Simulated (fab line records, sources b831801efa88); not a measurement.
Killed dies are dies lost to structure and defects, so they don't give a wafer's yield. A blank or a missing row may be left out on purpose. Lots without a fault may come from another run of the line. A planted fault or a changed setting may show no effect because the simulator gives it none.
A struck lot beside a sound one | flow sky130 | 15 steps out of a route of 708
Sound: wafers L632.1, L632.3, L632.4. Struck: wafers L647.5, L647.6. (L647.2 of the same lot was not struck and is left out.) The cause comes at the end.
At each step with rows: each side's tool, then ch and its chambers, then its first start. Under that, the readings that differ: sound wafers | struck wafers | difference of the means | sigmas: that difference in standard deviations of wafers without a fault.
alike: readings whose means differ by less than 2 such deviations, and words and numbers that are the same on both sides. not compared: withheld readings, readings that some wafer has no value for, bounds like >300 that may hide the same value, and numbers for which the record gives no deviation and whose values overlap.
The two part at a step that has a row with sigmas, a row that says differs or no value, or rows on one side only. Numbers that don't overlap but have no deviation are shown without sigmas and don't part them. A reading that every wafer of one side lacks parts them only if that side has two wafers or more.

SKY_SD_N_RS_MEAS_16: measures by four-point-probe.
  sound on film_metro-01, day 30 22:20; struck on film_metro-04, day 35 17:49
  alike: SD_N_RS
SKY_SD_N_RS_MEAS_17: measures by four-point-probe.
  sound on film_metro-01, day 30 22:28; struck on film_metro-04, day 35 17:56
  alike: SD_P_RS
SKY_SD_N_RS_MEAS_18: measures by four-point-probe.
  sound on film_metro-01, day 30 22:35; struck on film_metro-04, day 35 18:04
  alike: RES_XHIGH_RS
then, 2 steps without rows for these wafers: SKY_SALICIDE_CLEAN_00 (cleans in HF-last, time 30 s); SKY_LI_CONTACT_HDPCVD_00 (deposits PSG, target thk 930 nm, time 155 s).
SKY_LI_CONTACT_THK_MEAS_01:
  sound on film_metro-04, day 30 22:49; struck on film_metro-04, day 35 18:17
  alike: LI_CONTACT_HDPCVD_THK
SKY_LI_CONTACT_CMP_02: polishes PSG.
  sound on cmp-02 ch 1,2,3, day 30 22:53; struck on cmp-02 ch 1,2, day 35 18:26
  alike: motor_current_A, retaining_ring_pressure_frac, time_to_endpoint_s
SKY_LI_CONTACT_BOW_MEAS_03:
  sound on film_metro-02, day 30 23:11; struck on film_metro-01, day 35 18:40
  alike: LI_CONTACT_BOW
then, 4 steps without rows for these wafers: SKY_LI_CONTACT_DEHYDRATE_04 (time 60 s); SKY_LI_CONTACT_HMDS_05 (prime time 60 s); SKY_LI_CONTACT_COAT_06 (resist thk 60 nm); SKY_LI_CONTACT_COAT_07 (resist thk 450 nm).
SKY_LI_CONTACT_SOFTBAKE_08: time 90 s.
  sound on litho_track-01 ch 0, day 31 13:00; struck on litho_track-01 ch 0, day 36 07:00
  reading                  | sound                | struck        | difference                    | sigmas
  exhaust_pa (Pa)          | 46.1 45.5 45.5       | 43.8 43.3     | -2.2                          | -2
  heater_power_total_W (W) | 57.30 57.22 57.40    | 58.19 58.13   | +0.85                         | +7
  plate_temp_C (C)         | 99.90 100.00 100.04  | - -           | no value on the struck wafers |
  run_length_s (s)         | 119.28 119.41 119.27 | 115.37 115.26 | -4.00                         | -13
then, 1 step without rows for these wafers: SKY_LI_CONTACT_EXPOSE_09 (exposes mask LICM1, target cd 170 nm).
-- the record jumps here: 15 days lie between the struck wafers' starts before and after (it left off in module LI_CONTACT and takes up again in module PAD_OPEN, whose first step shown is number 708 of the route) --
SKY_PAD_OPEN_PROBE_99:
  sound on prober-02, day 48 08:25; struck on prober-02, day 51 13:07
  alike: killed_at_M0_to_M3, killed_at_M4_up, killed_at_contacts, killed_at_front_end, killed_at_other, killed_dies, killed_open, killed_short

WHERE THEY PART
Only at SKY_LI_CONTACT_SOFTBAKE_08, within this record. Later steps at which nothing parts them and some readings are alike: SKY_PAD_OPEN_PROBE_99.

WHY: what the simulator had put in
Process parameter drift: litho_track-01, from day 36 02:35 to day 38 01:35, at SKY_LI_CONTACT_SOFTBAKE_08. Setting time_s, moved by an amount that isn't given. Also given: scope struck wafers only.
